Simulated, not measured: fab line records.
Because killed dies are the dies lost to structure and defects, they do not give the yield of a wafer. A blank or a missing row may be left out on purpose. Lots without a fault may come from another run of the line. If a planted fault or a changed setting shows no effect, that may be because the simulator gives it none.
The tool behind it: which one?	flow sky130	24 lots, 72 wafers sampled, at 4 steps of a route of 708

## WHAT THE GAUGES SHOWED, per wafer
SKY_FIELD_ISO_CD_MEAS_13: target cd 150 nm. Usual: cd_nm reads 150.5 nm (standard deviation 1.4).
lot	measured	on	cd_nm (nm)	flag
L074	day 2 04:17	cd_sem-02	151.1 149.7 151.5	
L075	day 2 11:47	cd_sem-01	151.2 151.2 151.4	
L076	day 2 18:16	cd_sem-01	148.6 150.4 150.2	
L077	day 2 23:11	cd_sem-01	149.5 150.7 150.5	
L078	day 3 07:10	cd_sem-01	150.9 149.7 150.2	
L079	day 3 07:32	cd_sem-01	150.7 150.0 151.1	
L080	day 3 13:35	cd_sem-02	154.4 154.4 154.6	
L081	day 3 17:28	cd_sem-02	152.0 151.1 149.8	
L082	day 3 22:10	cd_sem-02	151.0 151.5 149.8	
L083	day 4 04:14	cd_sem-02	149.6 152.0 150.1	
L084	day 4 12:18	cd_sem-01	150.7 151.1 150.8	
L085	day 4 17:59	cd_sem-02	149.0 150.1 149.3	
L086	day 4 18:20	cd_sem-02	149.7 150.6 150.7	
L087	day 5 02:46	cd_sem-02	149.3 149.8 150.6	
L088	day 5 07:13	cd_sem-01	148.6 148.4 148.1	
L089	day 5 08:10	cd_sem-01	151.2 151.2 153.1	
L090	day 5 17:22	cd_sem-01	150.3 151.7 151.2	
L091	day 5 22:43	cd_sem-01	150.6 151.1 150.6	
L092	day 6 02:14	cd_sem-02	150.4 149.3 151.2	
L093	day 6 07:19	cd_sem-02	151.3 150.9 148.9	
L094	day 6 13:49	cd_sem-01	150.3 148.9 148.1	
L095	day 6 18:35	cd_sem-02	149.5 148.6 148.9	
L096	day 6 23:19	cd_sem-02	152.0 153.5 150.5	
L097	day 7 05:11	cd_sem-02	150.0 148.7 149.0	

SKY_VIA3_OVL_MEAS_13. Usual: VIA3_OVL typically reads -1 nm, with standard deviation 5.3.
lot	measured	on	VIA3_OVL (nm)	flag
L074	day 39 09:20	overlay-02	4 -5 -2	
L075	day 40 02:56	overlay-02	-12 -4 -6	
L076	day 40 08:54	overlay-02	-1 2 -2	
L077	day 40 11:33	overlay-02	3 9 1	
L078	day 41 09:43	overlay-01	-4 -5 -1	
L079	day 40 21:44	overlay-02	-5 6 -8	
L080	day 41 21:32	overlay-02	-7 -5 1	
L081	day 41 22:58	overlay-01	-4 -4 3	
L082	day 42 12:44	overlay-01	-4 1 1	
L083	day 42 18:18	overlay-02	6 1 5	
L084	day 43 06:07	overlay-01	-4 1 3	
L085	day 43 08:11	overlay-02	-3 -1 -1	
L086	day 43 10:41	overlay-01	-7 -2 -2	
L087	day 43 15:58	overlay-01	-7 2 -3	
L088	day 43 21:49	overlay-02	-2 -8 -8	
L089	day 43 18:11	overlay-02	-6 -7 -7	
L090	day 44 09:37	overlay-01	0 2 6	
L091	day 44 14:37	overlay-01	-1 7 4	
L092	day 44 18:02	overlay-02	3 -4 0	
L093	day 44 20:38	overlay-01	8 5 3	
L094	day 45 00:48	overlay-01	-7 -11 -3	
L095	day 45 06:44	overlay-02	4 14 9	
L096	day 45 13:38	overlay-02	-7 -6 -9	
L097	day 46 07:26	overlay-02	1 7 9	

## TOOL THAT RAN EACH LOT (tool first, then ch and the chambers of the sampled wafers, then the start)
lot	SKY_VIA2_CMP_02	SKY_VIA2_CVD_21
L074	cmp-01 ch 0,3, day 34 21:57	cvd_w-02 ch 0,1, day 36 01:07
L075	cmp-01 ch 0,1,3, day 35 18:16	cvd_w-01 ch 0,1, day 36 21:10
L076	cmp-02 ch 0,1,2, day 35 23:00	cvd_w-02 ch 0,1, day 37 01:59
L077	cmp-02 ch 0,1, day 36 02:34	cvd_w-01 ch 0,1, day 37 05:25
L078	cmp-02 ch 0,1,2, day 37 03:28	cvd_w-01 ch 0,1, day 38 06:13
L079	cmp-01 ch 0,3, day 36 13:55	cvd_w-02 ch 0,1, day 37 17:09
L080	cmp-01 ch 0,1,3, day 37 16:20	cvd_w-02 ch 1, day 38 18:34
L081	cmp-02 ch 1,2,3, day 37 19:11	cvd_w-02 ch 0,1, day 38 21:35
L082	cmp-02 ch 0,1,2, day 38 08:56	cvd_w-02 ch 0,1, day 39 10:56
L083	cmp-02 ch 1,3, day 38 14:09	cvd_w-01 ch 0,1, day 39 16:12
L084	cmp-01 ch 0,1,2, day 39 03:01	cvd_w-02 ch 0,1, day 40 04:43
L085	cmp-01 ch 1,2, day 39 04:39	cvd_w-02 ch 0,1, day 40 06:02
L086	cmp-01 ch 0,1,3, day 39 07:13	cvd_w-02 ch 0,1, day 40 09:04
L087	cmp-01 ch 1,3, day 39 13:26	cvd_w-01 ch 0,1, day 40 15:04
L088	cmp-01 ch 0,1,3, day 39 20:41	cvd_w-02 ch 0,1, day 40 22:14
L089	cmp-02 ch 0,1, day 39 16:28	cvd_w-02 ch 0,1, day 40 17:47
L090	cmp-01 ch 0,1,3, day 40 07:12	cvd_w-01 ch 0,1, day 41 08:20
L091	cmp-02 ch 0,2,3, day 40 13:20	cvd_w-01 ch 0,1, day 41 14:08
L092	cmp-02 ch 0,2,3, day 40 17:02	cvd_w-01 ch 0,1, day 41 17:58
L093	cmp-02 ch 0,1,3, day 40 20:27	cvd_w-02 ch 1, day 41 21:26
L094	cmp-01 ch 0,1,3, day 41 01:02	cvd_w-02 ch 0,1, day 42 00:55
L095	cmp-01 ch 2,3, day 41 07:59	cvd_w-02 ch 0, day 42 08:27
L096	cmp-02 ch 0,2,3, day 41 14:49	cvd_w-02 ch 0,1, day 42 15:13
L097	cmp-01 ch 0,1,3, day 42 10:32	cvd_w-01 ch 0,1, day 43 10:29
- SKY_VIA2_CMP_02: polishes SiO2.
- SKY_VIA2_CVD_21: deposits W, target thk 420 nm, time 126.4 s.

## WHAT THE TOOLS THEMSELVES READ (means of the sampled wafers that have a number; where no wafer has one, the mark that the record gives instead)
SKY_VIA2_CMP_02. Usual: motor_current_A reads 12.1 A (standard deviation 1.1).
lot	tool	motor_current_A (A)	flag
L074	cmp-01	11.5	
L075	cmp-01	11.5	
L076	cmp-02	12.9	
L077	cmp-02	13.1	
L078	cmp-02	13.1	
L079	cmp-01	12.3	
L080	cmp-01	11.9	
L081	cmp-02	12.9	
L082	cmp-02	12.5	
L083	cmp-02	12.8	
L084	cmp-01	11.5	
L085	cmp-01	11.1	
L086	cmp-01	11.6	
L087	cmp-01	10.6	
L088	cmp-01	11.7	
L089	cmp-02	13.4	
L090	cmp-01	11.9	
L091	cmp-02	12.5	
L092	cmp-02	12.6	
L093	cmp-02	12.6	
L094	cmp-01	11.1	
L095	cmp-01	11.2	
L096	cmp-02	12.3	
L097	cmp-01	11.9	

SKY_VIA2_CVD_21. Usual: heater_power_outer_w 524 W, standard deviation 34; heater_power_w 843 W, standard deviation 59.
lot	tool	heater_power_outer_w (W)	heater_power_w (W)	flag
L074	cvd_w-02	516	807	
L075	cvd_w-01	582	988	
L076	cvd_w-02	515	802	
L077	cvd_w-01	587	965	
L078	cvd_w-01	550	946	
L079	cvd_w-02	517	814	
L080	cvd_w-02	517	828	
L081	cvd_w-02	520	822	
L082	cvd_w-02	509	821	
L083	cvd_w-01	498	833	
L084	cvd_w-02	521	804	
L085	cvd_w-02	509	807	
L086	cvd_w-02	513	826	
L087	cvd_w-01	528	880	
L088	cvd_w-02	516	829	
L089	cvd_w-02	519	815	
L090	cvd_w-01	500	833	
L091	cvd_w-01	503	846	
L092	cvd_w-01	500	857	
L093	cvd_w-02	526	819	
L094	cvd_w-02	514	815	
L095	cvd_w-02	520	811	
L096	cvd_w-02	520	825	
L097	cvd_w-01	533	863	

## THE ANSWER, worked out from the rows above alone
Rule: lot off if the mean of its wafers having a number is beyond 3 standard deviations from the usual mean. Also off: a lot with no number at a reading for which 4 or more lots have one. All remaining lots with rows at the step are treated as sound. After the gauges, taken in route order, come the tools' own readings; for these a lot's mean is taken, as printed above. The first step at which some lot is off is used, and at that step the reading that is off furthest; a lot without a number counts as furthest.
Across all readings shown, no lot is off: no conclusion can be drawn from this.

## WHAT WAS PUT IN BY THE SIMULATOR
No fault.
